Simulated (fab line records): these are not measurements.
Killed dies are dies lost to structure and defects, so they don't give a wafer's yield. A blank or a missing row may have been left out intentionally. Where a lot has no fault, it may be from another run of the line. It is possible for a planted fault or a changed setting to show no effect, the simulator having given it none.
A lot that was struck, set against a sound lot || flow gf180mcu || 15 steps out of a route of 602
Sound: wafers L124.3, L124.4, L124.6. Wafers struck: L112.3, L112.4, L112.5. At the end, the cause is stated.
For every step that has rows: the tool of each side, followed by ch and its chambers, followed by its first start. Under that, the readings that differ: sound wafers || struck wafers || difference of the means || sigmas: that difference in standard deviations of wafers without a fault.
alike: words and numbers the same on both sides, and readings whose means are apart by under 2 such deviations; not compared: readings that were withheld, readings missing a value for some wafer, numbers with overlapping values and no deviation given by the record, and bounds like >300 which may hide the same value.
Wherever a step has rows on one side only, a row that says differs or no value, or a row with sigmas, the two part there. Numbers that don't overlap but have no deviation are shown without sigmas and don't part them. Lack of a reading on every wafer of one side parts them only where that side has two or more wafers.

GF_MIM_STRIP_20: strips in O2/N2.
  sound on plasma-asher-04 ch 0,1, day 31 07:46; struck on plasma-asher-04 ch 0,1, day 27 15:44
  alike: drypump-motor-current-A, heater-power-w, o2-flow-sccm, oes-product-au, strip-time-to-endpoint-s
  not compared: rf-hours-counter-h
then, 9 steps without rows for these wafers: GF_MIM_STRIP_21 (strips in post etch residue remover, time 1200 s); GF_MIM_CLEAN_22 (cleans in DIW); GF_M5_DEHYDRATE_00 (time 60 s); GF_M5_HMDS_01 (prime time 60 s); GF_M5_COAT_02 (resist thk 1000 nm); GF_M5_SOFTBAKE_03 (time 60 s); GF_M5_EXPOSE_04 (exposes mask Metal5, target cd 280 nm); GF_M5_PEB_05 (peb time 90 s); GF_M5_DEVELOP_06 (develop time 60 s).
GF_M5_CD_MEAS_07 targets a cd of 280 nm.
  sound on cd-sem-02 at day 32 01:14; struck on cd-sem-01 at day 28 11:01
  alike: cd-nm
GF_M5_OVL_MEAS_08:
  sound on overlay-01 at day 32 01:19; struck on overlay-01 at day 28 11:07
  alike: M5_OVL
GF_M5_ETCH_09: etches Si3N4 in CF4/O2, target depth 52 nm, time 11.6 s.
  sound on rie-diel-02 ch 1,2, day 32 01:21; struck on rie-diel-04 ch 0,2,3, day 28 11:08
{"reading": "oes-product-au (a.u.)", "sound": "1.013 1.009 1.002", "struck": "0.888 0.901 0.893", "difference": -0.114, "sigmas": -12}
{"reading": "rf-fwd-power-W (W)", "sound": "781 784 782", "struck": "659 655 662", "difference": -124, "sigmas": -29}
{"reading": "throttle-valve-pct (%)", "sound": "5.992 5.969 5.967", "struck": "5.953 5.955 5.951", "difference": -0.023, "sigmas": -2}
{"reading": "model.etch.depth-nm (nm)", "sound": "53.1 52.38 52", "struck": "42.76 43.73 43.5", "difference": -9.16, "sigmas": ""}
  alike: drypump-motor-current-A
  not compared: rf-hours-counter-h, model.KrF_of_M5_COAT_02.thk-nm
GF_M5_METAL_ETCH_10: etches the open film in Cl2/BCl3, stops on SiO2, target depth 750.8 nm, time 125.1 s.
  sound on rie-metal-04 ch 0,1, day 32 01:25; struck on rie-metal-01 ch 0,1, day 28 11:13
  alike: bcl3-flow-sccm, drypump-motor-current-A, he-backside-leak-sccm, oes-product-au, rf-fwd-power-W, throttle-valve-pct
  not compared: rf-hours-counter-h
following that, these wafers have no rows for 1 step: GF_PASSIVATION_PROBE_99.

WHERE THEY PART
Only at GF_M5_ETCH_09, within this record. Later steps at which nothing parts them and some readings are alike: GF_M5_METAL_ETCH_10.

WHY: the cause the simulator had injected
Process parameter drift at GF_M5_ETCH_09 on rie-diel-04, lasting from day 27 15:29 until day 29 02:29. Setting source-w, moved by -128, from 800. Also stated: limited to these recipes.
